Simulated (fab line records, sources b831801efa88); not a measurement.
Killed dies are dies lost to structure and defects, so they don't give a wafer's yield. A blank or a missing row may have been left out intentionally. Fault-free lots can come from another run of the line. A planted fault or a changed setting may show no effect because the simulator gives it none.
Split-lot trial :: flow gf180mcu :: on a route of 602 steps: 5 lots, 23 wafers read

## SPLIT DETAILS
At GF_NWELL_IMPLANT_08, the setting energy kev was moved away from the recipe's 450 on 10 of the 23 wafers read, by -7.0% to +4.3%. All remaining wafers had this setting at the recipe value.

Reading taken at the split's own step.

## THE READING
In nm, at GF_NWELL_IMPLANT_08: implant.drp nm, which is the simulator's own figure and was read by no gauge. There is no usual value for it anywhere in the file.

wafer: L079.2
tool, chamber at the split: implanter-01, 0
energy kev as run: 450
against the recipe: recipe
implant.drp nm, nm: 123.9
against lot-mates on the recipe: -

wafer: L079.3
tool, chamber at the split: implanter-01, 0
energy kev as run: 450
against the recipe: recipe
implant.drp nm, nm: 123.9
against lot-mates on the recipe: -

wafer: L079.5
tool, chamber at the split: implanter-01, 0
energy kev as run: 450
against the recipe: recipe
implant.drp nm, nm: 123.9
against lot-mates on the recipe: -

wafer: L079.4
tool, chamber at the split: implanter-01, 0
energy kev as run: 421.6
against the recipe: -6.3%
implant.drp nm, nm: 120
against lot-mates on the recipe: -3.9

wafer: L079.6
tool, chamber at the split: implanter-01, 0
energy kev as run: 421.6
against the recipe: -6.3%
implant.drp nm, nm: 120
against lot-mates on the recipe: -3.9

wafer: L080.2
tool, chamber at the split: implanter-02, 0
energy kev as run: 450
against the recipe: recipe
implant.drp nm, nm: 123.9
against lot-mates on the recipe: -

wafer: L080.5
tool, chamber at the split: implanter-02, 0
energy kev as run: 450
against the recipe: recipe
implant.drp nm, nm: 123.9
against lot-mates on the recipe: -

wafer: L080.6
tool, chamber at the split: implanter-02, 0
energy kev as run: 450
against the recipe: recipe
implant.drp nm, nm: 123.9
against lot-mates on the recipe: -

wafer: L081.1
tool, chamber at the split: implanter-02, 0
energy kev as run: 439.6
against the recipe: -2.3%
implant.drp nm, nm: 122.5
against lot-mates on the recipe: -1.4

wafer: L081.3
tool, chamber at the split: implanter-02, 0
energy kev as run: 439.6
against the recipe: -2.3%
implant.drp nm, nm: 122.5
against lot-mates on the recipe: -1.4

wafer: L081.2
tool, chamber at the split: implanter-02, 0
energy kev as run: 450
against the recipe: recipe
implant.drp nm, nm: 123.9
against lot-mates on the recipe: -

wafer: L081.4
tool, chamber at the split: implanter-02, 0
energy kev as run: 450
against the recipe: recipe
implant.drp nm, nm: 123.9
against lot-mates on the recipe: -

wafer: L081.5
tool, chamber at the split: implanter-02, 0
energy kev as run: 450
against the recipe: recipe
implant.drp nm, nm: 123.9
against lot-mates on the recipe: -

wafer: L082.1
tool, chamber at the split: implanter-03, 0
energy kev as run: 450
against the recipe: recipe
implant.drp nm, nm: 123.9
against lot-mates on the recipe: -

wafer: L082.2
tool, chamber at the split: implanter-03, 0
energy kev as run: 450
against the recipe: recipe
implant.drp nm, nm: 123.9
against lot-mates on the recipe: -

wafer: L082.3
tool, chamber at the split: implanter-03, 0
energy kev as run: 418.7
against the recipe: -7.0%
implant.drp nm, nm: 119.6
against lot-mates on the recipe: -4.3

wafer: L082.5
tool, chamber at the split: implanter-03, 0
energy kev as run: 418.7
against the recipe: -7.0%
implant.drp nm, nm: 119.6
against lot-mates on the recipe: -4.3

wafer: L082.6
tool, chamber at the split: implanter-03, 0
energy kev as run: 418.7
against the recipe: -7.0%
implant.drp nm, nm: 119.6
against lot-mates on the recipe: -4.3

wafer: L084.1
tool, chamber at the split: implanter-02, 0
energy kev as run: 469.4
against the recipe: +4.3%
implant.drp nm, nm: 126.4
against lot-mates on the recipe: +2.5

wafer: L084.4
tool, chamber at the split: implanter-02, 0
energy kev as run: 469.4
against the recipe: +4.3%
implant.drp nm, nm: 126.4
against lot-mates on the recipe: +2.5

wafer: L084.5
tool, chamber at the split: implanter-02, 0
energy kev as run: 469.4
against the recipe: +4.3%
implant.drp nm, nm: 126.4
against lot-mates on the recipe: +2.5

wafer: L084.2
tool, chamber at the split: implanter-02, 0
energy kev as run: 450
against the recipe: recipe
implant.drp nm, nm: 123.9
against lot-mates on the recipe: -

wafer: L084.6
tool, chamber at the split: implanter-02, 0
energy kev as run: 450
against the recipe: recipe
implant.drp nm, nm: 123.9
against lot-mates on the recipe: -

THE FIT
A straight line over all 23 wafers: implant.drp nm changes by +0.608 nm for each +1% of energy kev; r = +1.00; the points scatter about the line by 0.047 nm.
The same after taking each lot's own level away (the mean of its wafers on the recipe; 23 wafers): +0.608 nm for each +1%; r = +1.00; scatter 0.047 nm.
On that fit, the largest move of energy kev shifts the reading by 4.2 nm.
The lots' own levels span 123.90 to 123.90 nm.
The two slopes agree, so the slope changes little with the lot-to-lot level.
Check: -4.25 nm against its lot-mates is what the line predicts for one of the wafers moved furthest among these (-7.0%) when that wafer is left out of the fit. It came out at -4.3 nm against them.

## OTHER SPLITS APPLIED TO THESE WAFERS
Before the reading, these wafers also passed through other splits. Each is held against what the fit with the lots' levels taken away leaves over:
other split on the same wafers: GF_STI_CVD_03 pressure mtorr
wafers away from the commonest value: 15
r with implant.drp nm (lot level and that fit taken away): +0.18

other split on the same wafers: GF_NWELL_COAT_02 resist thk nm
wafers away from the commonest value: 9
r with implant.drp nm (lot level and that fit taken away): -0.14

## THE WHOLE CHAIN: every reading that the file lists as answering this split, in the file's order
step: GF_NWELL_IMPLANT_08
what it does: 
reading: implant.rp nm (the simulator's own value, which no gauge read)
change (the file's fit): +4.97 nm for each +1% of the setting
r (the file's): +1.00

step: GF_NWELL_IMPLANT_08
what it does: 
reading: implant.drp nm (the simulator's own value, which no gauge read)
change (the file's fit): +0.606 nm for each +1% of the setting
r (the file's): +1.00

## FILE'S OWN FIT
implant.drp nm changes by +0.606 nm for each +1% of energy kev, r = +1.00.
